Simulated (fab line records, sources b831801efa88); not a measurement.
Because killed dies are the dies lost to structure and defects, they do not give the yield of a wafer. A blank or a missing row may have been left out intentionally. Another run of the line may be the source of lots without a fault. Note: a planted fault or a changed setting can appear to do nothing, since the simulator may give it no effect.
fab line records + flow sky130
record:
- lots: 6
- wafers: 18
- last-day: 50
route steps=708 shown METAL4@627 VIA4@639 PAD_OPEN@708
lots that met no fault: from a run of the same line without faults
start-h: hours from the record's first day to the start of the lot's first wafer shown + wait-h: how many hours have passed since the lot's step before this one + " the same as in the row above + L1.1+2: one row covering several wafers at once + - no value, or no start was given + * or withheld: withheld + < > ~ a bound
route shown NAME@n: a module of which the file shows steps, and the number in the route of the first + usual: mean/standard deviation taken from wafers without a fault + same: alike in all rows + chamber/n: place in a boat + sites: each site's reading + _std_site: how widely they spread, as a standard deviation + _edge_site: inner sites' mean taken away from outer sites' mean + radius-mm: how far each site lies from the wafer's centre + mask NAME#n: copy n + behind: tool/chamber where the wafer was last shaped + hold: cause of the lot's hold/its duration in hours/its outcome + device: whichever transistor did not switch (one of n, p or np) + end of line: the same wafers' tests at the end of the route + step lacking rows: just its recipe + killed: count of dies lost to structure and defects at first sort (not the wafer's yield) + map: per-die view of a wafer (x killed, . not killed, _ where there is no die)
set.NAME: setting as actually run; set.NAME@STEP: the setting as run at that earlier step + model.NAME: the simulator's own value behind a step, which no gauge read
lots at some steps of the route; a table a step, a row a wafer
services: from which hour (start-h, from the record's first day; less than 0 if before it) a tool's chamber was out of use, for how many hours, and why
== steps ==
step: SKY_METAL4_PEB_11
recipe:
- peb-temp-c: withheld
- peb-time-s: withheld
- resist: KrF-thick
step: SKY_METAL4_DEVELOP_12
recipe:
- develop-time-s: 60
- resist: KrF-thick
- dev-temp-c: 21
step: SKY_METAL4_CD_MEAS_13
recipe:
- target-cd-nm: 300
usual:
- cd-nm: 299.7/1.6
| lot.wafer | tool      | chamber | start-h | wait-h | cd-nm |
|-----------|-----------|---------|---------|--------|-------|
| L753.1    | cd-sem-01 | -       | 983.74  | -      | 298.3 |
| L753.2    | "         | -       | "       | "      | 300.7 |
| L753.3    | "         | -       | "       | "      | 299.5 |
| L765.1    | cd-sem-01 | -       | 1070.98 | -      | 299.4 |
| L765.2    | "         | -       | "       | "      | 300.9 |
| L765.5    | "         | -       | "       | "      | 298.4 |
| L772.2    | cd-sem-01 | -       | 1110.65 | -      | 298.9 |
| L772.4    | "         | -       | "       | "      | 300.4 |
| L772.6    | "         | -       | "       | "      | 298.0 |
| L773.3    | cd-sem-01 | -       | 1114.07 | -      | 299.4 |
| L773.4    | "         | -       | "       | "      | 300.5 |
| L773.6    | "         | -       | "       | "      | 300.4 |
| L775.1    | cd-sem-02 | -       | 1132.18 | -      | 301.0 |
| L775.4    | "         | -       | "       | "      | 302.6 |
| L775.5    | "         | -       | "       | "      | 300.8 |
| L776.3    | cd-sem-01 | -       | 1139.87 | -      | 297.7 |
| L776.5    | "         | -       | "       | "      | 296.1 |
| L776.6    | "         | -       | "       | "      | 297.5 |
step: SKY_METAL4_OVL_MEAS_14
usual:
- METAL4_OVL: -2/4
| lot.wafer | tool       | chamber | start-h | wait-h | METAL4_OVL[nm] |
|-----------|------------|---------|---------|--------|----------------|
| L753.1    | overlay-02 | -       | 983.86  | 0.1    | 7              |
| L753.2    | "          | -       | "       | "      | -7             |
| L753.3    | "          | -       | "       | "      | 4              |
| L765.1    | overlay-01 | -       | 1071.10 | 0.1    | -4             |
| L765.2    | "          | -       | "       | "      | 1              |
| L765.5    | "          | -       | "       | "      | -2             |
| L772.2    | overlay-02 | -       | 1110.76 | 0.1    | -4             |
| L772.4    | "          | -       | "       | "      | -2             |
| L772.6    | "          | -       | "       | "      | -3             |
| L773.3    | overlay-01 | -       | 1114.16 | 0.1    | -7             |
| L773.4    | "          | -       | "       | "      | 0              |
| L773.6    | "          | -       | "       | "      | -3             |
| L775.1    | overlay-01 | -       | 1132.30 | 0.1    | 3              |
| L775.4    | "          | -       | "       | "      | -5             |
| L775.5    | "          | -       | "       | "      | -4             |
| L776.3    | overlay-01 | -       | 1139.96 | 0.1    | -4             |
| L776.5    | "          | -       | "       | "      | -3             |
| L776.6    | "          | -       | "       | "      | -4             |
step: SKY_METAL4_DESCUM_15
recipe:
- chemistry: O2
- source-power-w: 150
- bias-power-w: 0
- pressure-mtorr: 10
- temp-c: 40
- time-s: 8
step: SKY_METAL4_ETCH_16
recipe:
- chemistry: N2/H2
- target: BARC
- ion-energy-ev: 200
- bias-w: 100
- pressure-mtorr: 30
- n2-flow-sccm: 100
- h2-flow-sccm: 200
- icp-w: 500
- stop-on: SiO2
- time-s: 88.2
- target-depth-a: 600
usual:
- drypump-motor-current-A: 5.8/0.38
- he-backside-leak-sccm: 3.4/0.33
- oes-product-au: 0.625/0.0039
- throttle-valve-pct: 13.205/0.0095
| lot.wafer | tool         | chamber | start-h | wait-h | drypump-motor-current-A | he-backside-leak-sccm | oes-product-au | rf-hours-counter-h | throttle-valve-pct |
|-----------|--------------|---------|---------|--------|-------------------------|-----------------------|----------------|--------------------|--------------------|
| L753.1    | rie-metal-02 | 0       | 983.93  | 0.0    | 5.5                     | 3.6                   | 0.622          | 20                 | 13.211             |
| L753.2    | "            | 1       | "       | "      | 5.5                     | 3.3                   | 0.620          | 14                 | 13.209             |
| L753.3    | "            | 0       | "       | "      | 5.4                     | 3.5                   | 0.625          | -                  | 13.198             |
| L765.1    | rie-metal-04 | 0       | 1071.17 | 0.0    | 6.7                     | 3.3                   | 0.622          | 20                 | 13.212             |
| L765.2    | "            | 1       | "       | "      | 6.0                     | 3.1                   | 0.627          | 7                  | 13.209             |
| L765.5    | "            | 1       | "       | "      | 6.0                     | 3.1                   | 0.622          | -                  | 13.200             |
| L772.2    | rie-metal-04 | 1       | 1110.82 | 0.0    | 6.0                     | 3.4                   | 0.621          | 10                 | 13.197             |
| L772.4    | "            | 1       | "       | "      | 5.9                     | 3.5                   | 0.620          | -                  | 13.209             |
| L772.6    | "            | 0       | "       | "      | 6.6                     | 3.3                   | 0.633          | -                  | 13.200             |
| L773.3    | rie-metal-02 | 0       | 1114.25 | 0.0    | 5.5                     | 3.4                   | 0.629          | -                  | 13.198             |
| L773.4    | "            | 1       | "       | "      | 5.6                     | 3.3                   | 0.624          | -                  | 13.201             |
| L773.6    | "            | 1       | "       | "      | 5.6                     | 3.2                   | 0.619          | -                  | 13.222             |
| L775.1    | rie-metal-02 | 0       | 1132.37 | 0.0    | 5.5                     | 3.6                   | 0.630          | 8                  | 13.204             |
| L775.4    | "            | 0       | "       | "      | 5.5                     | 3.4                   | 0.624          | -                  | 13.203             |
| L775.5    | "            | 1       | "       | "      | 5.5                     | 3.0                   | 0.625          | -                  | 13.198             |
| L776.3    | rie-metal-02 | 0       | 1140.05 | 0.0    | 5.5                     | 3.7                   | 0.631          | -                  | 13.213             |
| L776.5    | "            | 1       | "       | "      | 5.5                     | 3.2                   | 0.622          | -                  | 13.204             |
| L776.6    | "            | 0       | "       | "      | 5.5                     | 3.5                   | 0.625          | -                  | 13.205             |
step: SKY_METAL4_ETCH_17
recipe:
- target: SiO2
- stop-on: TiN
- chemistry: C4F8/O2/Ar
- source-w: 1500
- bias-w: 1200
- pressure-mtorr: 40
- c4f8-flow-sccm: withheld
- O2_flow_sccm: 6
- Ar_flow_sccm: 300
- time-s: 3.9
- target-depth-a: 150
usual:
- oes-product-au: 0.754/0.0066
| lot.wafer | tool        | chamber | start-h | wait-h | oes-product-au | rf-hours-counter-h |
|-----------|-------------|---------|---------|--------|----------------|--------------------|
| L753.1    | rie-diel-03 | 1       | 984.03  | 0.1    | 0.760          | 4                  |
| L753.2    | "           | 2       | "       | "      | 0.757          | 3                  |
| L753.3    | "           | 3       | "       | "      | 0.757          | 17                 |
| L765.1    | rie-diel-04 | 3       | 1071.27 | 0.1    | 0.753          | 23                 |
| L765.2    | "           | 1       | "       | "      | 0.757          | 22                 |
| L765.5    | "           | 1       | "       | "      | 0.759          | -                  |
| L772.2    | rie-diel-02 | 3       | 1110.92 | 0.1    | 0.741          | 18                 |
| L772.4    | "           | 1       | "       | "      | 0.756          | 13                 |
| L772.6    | "           | 3       | "       | "      | 0.759          | -                  |
| L773.3    | rie-diel-03 | 0       | 1114.32 | 0.0    | 0.755          | 12                 |
| L773.4    | "           | 2       | "       | "      | 0.763          | 7                  |
| L773.6    | "           | 2       | "       | "      | 0.754          | -                  |
| L775.1    | rie-diel-04 | 2       | 1132.47 | 0.1    | 0.750          | 14                 |
| L775.4    | "           | 0       | "       | "      | 0.751          | 23                 |
| L775.5    | "           | 3       | "       | "      | 0.751          | -                  |
| L776.3    | rie-diel-03 | 1       | 1140.12 | 0.0    | 0.755          | 9                  |
| L776.5    | "           | 3       | "       | "      | 0.757          | -                  |
| L776.6    | "           | 0       | "       | "      | 0.762          | -                  |
step: SKY_METAL4_METAL_ETCH_18
recipe:
- target-depth-a: 8450
- stop-on: SiO2
- over-etch-frac: 0.3
- time-s: 183.1
- chemistry: Cl2/BCl3
- resist-sidewall-deg: 88
- pressure-mtorr: 10
- icp-w: 900
- bias-w: 48.5
- Cl2_flow_sccm: 60
- bcl3-flow-sccm: 30
usual:
- drypump-motor-current-A: 5.9/0.4
- he-backside-leak-sccm: 3.3/0.45
- oes-product-au: 0.866/0.0055
- throttle-valve-pct: 22.265/0.0092
| lot.wafer | tool         | chamber | start-h | wait-h | drypump-motor-current-A | he-backside-leak-sccm | oes-product-au | rf-hours-counter-h | throttle-valve-pct |
|-----------|--------------|---------|---------|--------|-------------------------|-----------------------|----------------|--------------------|--------------------|
| L753.1    | rie-metal-03 | 0       | 984.05  | 0.0    | 5.7                     | 3.9                   | 0.859          | 21                 | 22.273             |
| L753.2    | "            | 1       | "       | "      | 5.8                     | 2.8                   | 0.859          | 3                  | 22.265             |
| L753.3    | "            | 1       | "       | "      | 5.8                     | 3.0                   | 0.850          | -                  | 22.254             |
| L765.1    | rie-metal-02 | 0       | 1071.29 | 0.0    | 5.5                     | 3.5                   | 0.870          | 4                  | 22.259             |
| L765.2    | "            | 1       | "       | "      | 5.5                     | 3.0                   | 0.857          | 20                 | 22.256             |
| L765.5    | "            | 1       | "       | "      | 5.5                     | 3.0                   | 0.868          | -                  | 22.272             |
| L772.2    | rie-metal-02 | 0       | 1110.94 | 0.0    | 5.5                     | 3.7                   | 0.865          | 7                  | 22.268             |
| L772.4    | "            | 1       | "       | "      | 5.5                     | 3.3                   | 0.866          | -                  | 22.270             |
| L772.6    | "            | 0       | "       | "      | 5.5                     | 3.7                   | 0.863          | -                  | 22.274             |
| L773.3    | rie-metal-03 | 0       | 1114.40 | 0.1    | 5.7                     | 3.6                   | 0.864          | -                  | 22.255             |
| L773.4    | "            | 1       | "       | "      | 5.8                     | 3.1                   | 0.873          | -                  | 22.265             |
| L773.6    | "            | 0       | "       | "      | 5.7                     | 3.6                   | 0.866          | -                  | 22.262             |
| L775.1    | rie-metal-03 | 1       | 1132.49 | 0.0    | 5.9                     | 3.1                   | 0.870          | 14                 | 22.259             |
| L775.4    | "            | 1       | "       | "      | 5.8                     | 3.1                   | 0.868          | -                  | 22.252             |
| L775.5    | "            | 1       | "       | "      | 5.8                     | 2.9                   | 0.871          | -                  | 22.274             |
| L776.3    | rie-metal-04 | 0       | 1140.20 | 0.1    | 6.6                     | 3.5                   | 0.866          | -                  | 22.279             |
| L776.5    | "            | 0       | "       | "      | 6.6                     | 3.4                   | 0.864          | -                  | 22.264             |
| L776.6    | "            | 1       | "       | "      | 5.9                     | 6.3                   | 0.861          | -                  | 22.258             |
step: SKY_METAL4_STRIP_19
recipe:
- chemistry: O2/N2
- power-w: 1400
- pressure-mtorr: 1500
- platen-temp-c: withheld
- o2-flow-sccm: 3000
- n2-flow-sccm: 300
- overash-fraction: 0.5
usual:
- drypump-motor-current-A: 5.95/0.28
- o2-flow-sccm: 2998/8.6
- oes-product-au: 0.500/0.0054
- strip-time-to-endpoint-s: 6.48/0.064
| lot.wafer | tool            | chamber | start-h | wait-h | drypump-motor-current-A | o2-flow-sccm | oes-product-au | rf-hours-counter-h | strip-time-to-endpoint-s |
|-----------|-----------------|---------|---------|--------|-------------------------|--------------|----------------|--------------------|--------------------------|
| L753.1    | plasma-asher-02 | 0       | 984.22  | 0.1    | 5.84                    | 3002         | 0.508          | 23                 | 6.49                     |
| L753.2    | "               | 1       | "       | "      | 6.28                    | 2996         | 0.493          | 23                 | 6.40                     |
| L753.3    | "               | 0       | "       | "      | 5.84                    | 3008         | 0.502          | -                  | 6.43                     |
| L765.1    | plasma-asher-02 | 0       | 1071.46 | 0.1    | 5.86                    | 2986         | 0.500          | 32                 | 6.50                     |
| L765.2    | "               | 1       | "       | "      | 6.26                    | 3008         | 0.500          | 32                 | 6.40                     |
| L765.5    | "               | 1       | "       | "      | 6.24                    | 2998         | 0.497          | -                  | 6.39                     |
| L772.2    | plasma-asher-04 | 1       | 1111.11 | 0.1    | 6.11                    | 2992         | 0.504          | 100                | 6.49                     |
| L772.4    | "               | 1       | "       | "      | 6.08                    | 2993         | 0.499          | -                  | 6.39                     |
| L772.6    | "               | 0       | "       | "      | 5.56                    | 2995         | 0.503          | -                  | 6.52                     |
| L773.3    | plasma-asher-04 | 1       | 1114.55 | 0.1    | 6.09                    | 3003         | 0.499          | -                  | 6.46                     |
| L773.4    | "               | 0       | "       | "      | 5.59                    | 2988         | 0.497          | -                  | 6.44                     |
| L773.6    | "               | 0       | "       | "      | 5.58                    | 2991         | 0.501          | -                  | 6.43                     |
| L775.1    | plasma-asher-02 | 0       | 1132.66 | 0.1    | 5.88                    | 2995         | 0.493          | 39                 | 6.41                     |
| L775.4    | "               | 0       | "       | "      | 5.83                    | 2997         | 0.496          | -                  | 6.39                     |
| L775.5    | "               | 0       | "       | "      | 5.83                    | 2997         | 0.491          | -                  | 6.41                     |
| L776.3    | plasma-asher-02 | 1       | 1140.35 | 0.1    | 6.28                    | 3007         | 0.491          | -                  | 6.52                     |
| L776.5    | "               | 1       | "       | "      | 6.28                    | 2998         | 0.497          | -                  | 6.49                     |
| L776.6    | "               | 0       | "       | "      | 5.87                    | 2995         | 0.504          | -                  | 6.51                     |
step: SKY_METAL4_STRIP_20
recipe:
- chemistry: post-etch-residue-remover
- time-s: 1200
- temp-c: 72.5
step: SKY_METAL4_CLEAN_21
recipe:
- chemistry: IPA
- time-s: 180
- temp-c: 25
step: SKY_METAL4_CLEAN_22
recipe:
- chemistry: O3/DIW
- dry: n2-spin
step: SKY_VIA4_HDPCVD_00
recipe:
- material: SiO2
- target-thk-nm: 1750
- sigma-open-frac: 0.3
- time-s: 291.7
- temp-c: 400
- sih4-flow-sccm: 60
- pressure-mtorr: 6
usual:
- run-length-s: 319.7/0.43
| lot.wafer | tool      | chamber | start-h | wait-h | run-length-s | model.SiO2_of_VIA4_HDPCVD_00.thk-nm |
|-----------|-----------|---------|---------|--------|--------------|-------------------------------------|
| L753.1    | hdpcvd-02 | 2       | 984.82  | 0.0    | 320.0        | 1756                                |
| L753.2    | "         | 0       | "       | "      | 320.3        | 1756                                |
| L753.3    | "         | 1       | "       | "      | 319.7        | 1760                                |
| L765.1    | hdpcvd-02 | 1       | 1072.13 | 0.0    | 320.1        | 1786                                |
| L765.2    | "         | 0       | "       | "      | 319.9        | 1782                                |
| L765.5    | "         | 2       | "       | "      | 320.1        | 1807                                |
| L772.2    | hdpcvd-02 | 1       | 1111.76 | 0.0    | 320.1        | 1760                                |
| L772.4    | "         | 0       | "       | "      | 386.4        | 2113                                |
| L772.6    | "         | 2       | "       | "      | 320.6        | 1792                                |
| L773.3    | hdpcvd-02 | 1       | 1115.15 | 0.0    | 320.5        | 1772                                |
| L773.4    | "         | 0       | "       | "      | 386.5        | 2142                                |
| L773.6    | "         | 2       | "       | "      | 320.0        | 1802                                |
| L775.1    | hdpcvd-01 | 1       | 1133.30 | 0.0    | 318.9        | 1746                                |
| L775.4    | "         | 2       | "       | "      | 319.3        | 1747                                |
| L775.5    | "         | 1       | "       | "      | 319.2        | 1740                                |
| L776.3    | hdpcvd-01 | 2       | 1140.91 | 0.0    | 319.2        | 1752                                |
| L776.5    | "         | 1       | "       | "      | 318.9        | 1728                                |
| L776.6    | "         | 2       | "       | "      | 319.8        | 1742                                |
step: SKY_VIA4_THK_MEAS_01
recipe:
- reads: SiO2_of_VIA4_HDPCVD_00
usual:
- VIA4_HDPCVD_THK: 1754/22
| lot.wafer | tool          | chamber | start-h | wait-h | hold                     | VIA4_HDPCVD_THK[nm] |
|-----------|---------------|---------|---------|--------|--------------------------|---------------------|
| L753.1    | film-metro-01 | -       | 985.00  | 0.1    | -                        | 1758                |
| L753.2    | "             | -       | "       | "      | -                        | 1759                |
| L753.3    | "             | -       | "       | "      | -                        | 1761                |
| L765.1    | film-metro-04 | -       | 1072.31 | 0.1    | -                        | 1786                |
| L765.2    | "             | -       | "       | "      | -                        | 1784                |
| L765.5    | "             | -       | "       | "      | -                        | 1807                |
| L772.2    | film-metro-04 | -       | 1111.95 | 0.1    | await-dispo/0.2h/release | 1760                |
| L772.4    | "             | -       | "       | "      | await-dispo/0.2h/release | 2114                |
| L772.6    | "             | -       | "       | "      | await-dispo/0.2h/release | 1792                |
| L772.2    | film-metro-04 | -       | 1112.18 | 0.2    | -                        | 1761                |
| L772.4    | "             | -       | "       | "      | -                        | 2113                |
| L772.6    | "             | -       | "       | "      | -                        | 1793                |
| L773.3    | film-metro-01 | -       | 1115.35 | 0.1    | await-dispo/0.2h/release | 1773                |
| L773.4    | "             | -       | "       | "      | await-dispo/0.2h/release | 2141                |
| L773.6    | "             | -       | "       | "      | await-dispo/0.2h/release | 1802                |
| L773.3    | film-metro-01 | -       | 1115.58 | 0.2    | -                        | 1772                |
| L773.4    | "             | -       | "       | "      | -                        | 2141                |
| L773.6    | "             | -       | "       | "      | -                        | 1802                |
| L775.1    | film-metro-03 | -       | 1133.47 | 0.1    | -                        | 1746                |
| L775.4    | "             | -       | "       | "      | -                        | 1744                |
| L775.5    | "             | -       | "       | "      | -                        | 1741                |
| L776.3    | film-metro-01 | -       | 1141.11 | 0.1    | -                        | 1752                |
| L776.5    | "             | -       | "       | "      | -                        | 1727                |
| L776.6    | "             | -       | "       | "      | -                        | 1743                |
step: SKY_VIA4_CMP_02
recipe:
- material: SiO2
- down-force-psi: 4
- platen-rpm: 60
- pad-velocity-m-s: 0.94248
usual:
- motor-current-A: 11.9/1.2
| lot.wafer | tool   | chamber | start-h | wait-h | hold                     | motor-current-A |
|-----------|--------|---------|---------|--------|--------------------------|-----------------|
| L753.3    | cmp-01 | 2       | 985.06  | 0.0    | -                        | 10.1            |
| L753.1    | "      | 0       | "       | "      | -                        | 10.9            |
| L753.2    | "      | 1       | "       | "      | -                        | 12.4            |
| L765.1    | cmp-02 | 0       | 1072.42 | 0.1    | -                        | 10.6            |
| L765.2    | "      | 1       | "       | "      | -                        | 11.9            |
| L765.5    | "      | 0       | "       | "      | -                        | 10.5            |
| L772.2    | cmp-02 | 1       | 1114.84 | 2.6    | await-dispo/2.6h/release | 11.6            |
| L772.4    | "      | 0       | "       | "      | await-dispo/2.6h/release | 10.3            |
| L772.6    | "      | 2       | "       | "      | await-dispo/2.6h/release | 13.6            |
| L773.4    | cmp-01 | 3       | 1116.34 | 0.7    | await-dispo/0.5h/release | 13.2            |
| L773.3    | "      | 0       | "       | "      | await-dispo/0.5h/release | 10.6            |
| L773.6    | "      | 3       | "       | "      | await-dispo/0.5h/release | 13.4            |
| L775.1    | cmp-01 | 1       | 1133.82 | 0.3    | -                        | 12.0            |
| L775.4    | "      | 3       | "       | "      | -                        | 12.6            |
| L775.5    | "      | 1       | "       | "      | -                        | 12.9            |
| L776.3    | cmp-01 | 1       | 1141.30 | 0.2    | -                        | 12.7            |
| L776.6    | "      | 2       | "       | "      | -                        | 9.8             |
| L776.5    | "      | 3       | "       | "      | -                        | 12.1            |
step: SKY_PAD_OPEN_PROBE_99
usual:
- defect-limited-yield: 82.8/2
- killed_at_M0_to_M3: 43/6.4
- killed_at_M4_up: 3.1/2
- killed-at-contacts: 24/5.2
- killed-at-front-end: 15/4.3
- killed-at-other: 0.2/0.48
- killed-dies: 85/9.7
- killed-open: 47/6.9
- killed-short: 38/6.7
- sort_bin_3_pad_short: 0.9/0.48
- sort_bin_5_function: 10.3/1.6
- sort_bin_6_memory: 6.1/0.97
- sort-n-pass: 407/9.7
- sort-yield-pct: 82.8/2
same:
- gross-dies: 492
- killed-at-back-side: 0
- sort_bin_4_leakage[%]: 0
- sort_bin_8_speed[%]: 0
| lot.wafer | tool      | chamber | start-h | wait-h | defect-limited-yield[%] | killed_at_M0_to_M3 | killed_at_M4_up | killed-at-contacts | killed-at-front-end | killed-at-other | killed-dies | killed-open | killed-short | sort_bin_3_pad_short[%] | sort_bin_5_function[%] | sort_bin_6_memory[%] | sort-n-pass | sort-yield-pct[%] |
|-----------|-----------|---------|---------|--------|-------------------------|--------------------|-----------------|--------------------|---------------------|-----------------|-------------|-------------|--------------|-------------------------|------------------------|----------------------|-------------|-------------------|
| L753.1    | prober-01 | -       | 1081.06 | 0.1    | 81.9                    | 49                 | 3               | 25                 | 12                  | 0               | 89          | 52          | 37           | 0.6                     | 11.0                   | 6.5                  | 403         | 81.9              |
| L753.2    | prober-01 | -       | 1081.11 | 0.1    | 83.9                    | 33                 | 2               | 31                 | 13                  | 0               | 79          | 47          | 32           | 0.6                     | 9.8                    | 5.7                  | 413         | 83.9              |
| L753.3    | prober-01 | -       | 1081.16 | 0.2    | 80.3                    | 49                 | 6               | 27                 | 15                  | 0               | 97          | 52          | 45           | 1.2                     | 12.0                   | 6.5                  | 395         | 80.3              |
killed by level:class
L753.1 VIA1:geometric-particle:open=14 LI_CONTACT:geometric-particle:open=9 VIA2:geometric-particle:open=8 CONTACT:geometric-particle:open=8 METAL1:geometric-particle:short=6 VIA1:geometric-particle:short=5 POLY_GATE:geometric-particle:short=4 LOCAL_INTERCONNECT:geometric-particle:short=4
L753.2 LI_CONTACT:geometric-particle:open=11 CONTACT:geometric-particle:open=8 METAL1:geometric-particle:short=7 CONTACT:geometric-particle:short=6 VIA2:geometric-particle:open=6 VIA3:geometric-particle:open=6 FIELD_ISO:geometric-particle:open=5 POLY_GATE:geometric-particle:open=5
L753.3 VIA1:geometric-particle:open=11 CONTACT:geometric-particle:open=9 VIA3:geometric-particle:open=8 LI_CONTACT:geometric-particle:open=7 METAL1:geometric-particle:short=7 METAL4:geometric-particle:short=6 METAL2:geometric-particle:short=6 VIA1:geometric-particle:short=5
== services ==
| tool            | chamber | start-h | hours | kind           |
|-----------------|---------|---------|-------|----------------|
| rie-diel-02     | 3       | 971.84  | 2.5   | repair         |
| hdpcvd-02       | -       | 978.59  | 0.5   | repair         |
| cmp-01          | -       | 981.64  | 1.1   | repair         |
| rie-diel-04     | 3       | 989.03  | 6.4   | repair         |
| rie-diel-02     | -       | 995.02  | 1.0   | repair         |
| rie-metal-02    | -       | 997.21  | 1.5   | repair         |
| rie-diel-03     | 2       | 1004.32 | 1.4   | repair         |
| rie-metal-02    | 0       | 1005.76 | -     | clean          |
| rie-metal-02    | 0       | 1005.76 | 14.4  | scheduled-down |
| cmp-02          | -       | 1006.37 | 0.3   | repair         |
| rie-metal-03    | -       | 1008.56 | 14.6  | pm             |
| cmp-02          | -       | 1010.78 | 0.5   | repair         |
| rie-diel-03     | 0       | 1011.33 | 5.5   | repair         |
| rie-diel-03     | -       | 1018.14 | 0.6   | repair         |
| rie-diel-04     | -       | 1024.61 | 2.8   | pm             |
| rie-diel-02     | 3       | 1036.68 | 1.8   | repair         |
| rie-metal-03    | -       | 1044.14 | 2.8   | pm             |
| rie-diel-04     | -       | 1044.61 | 1.1   | repair         |
| hdpcvd-01       | -       | 1046.98 | 2.8   | pm             |
| rie-diel-03     | 0       | 1062.34 | 5.9   | repair         |
| cmp-01          | -       | 1084.39 | 4.0   | pm             |
| rie-diel-04     | 1       | 1105.93 | 6.3   | repair         |
| cmp-02          | -       | 1130.93 | 3.2   | repair         |
| plasma-asher-02 | -       | 1137.31 | 1.7   | repair         |
== key ==
first-sign:
- step: SKY_VIA4_HDPCVD_00
- reading: run-length-s
- direction: up
- sigmas: 99+
- usual: *
- struck: *
effect:
- step: SKY_VIA4_THK_MEAS_01
- reading: visit
- direction: added
effect:
- step: SKY_VIA4_THK_MEAS_01
- reading: VIA4_HDPCVD_THK
- direction: up
- sigmas: 17
- usual: 1754
- struck: 2128
model-effect:
- step: SKY_VIA4_HDPCVD_00
- value: SiO2_of_VIA4_HDPCVD_00.thk-nm
- without: 1728
- struck: 2127
met-at SKY_VIA4_HDPCVD_00
struck-wafers L772.4,L773.4
onset-between 1072.13 1111.76
fault:
- kind: process-parameter-drift
- tool: hdpcvd-02
- chamber: 0
- onset-h: 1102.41
- steps: SKY_VIA4_HDPCVD_00
- channel: time-s
- offset: *
- shape: step
- end-h: 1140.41
- acts-in: *
- stated: *
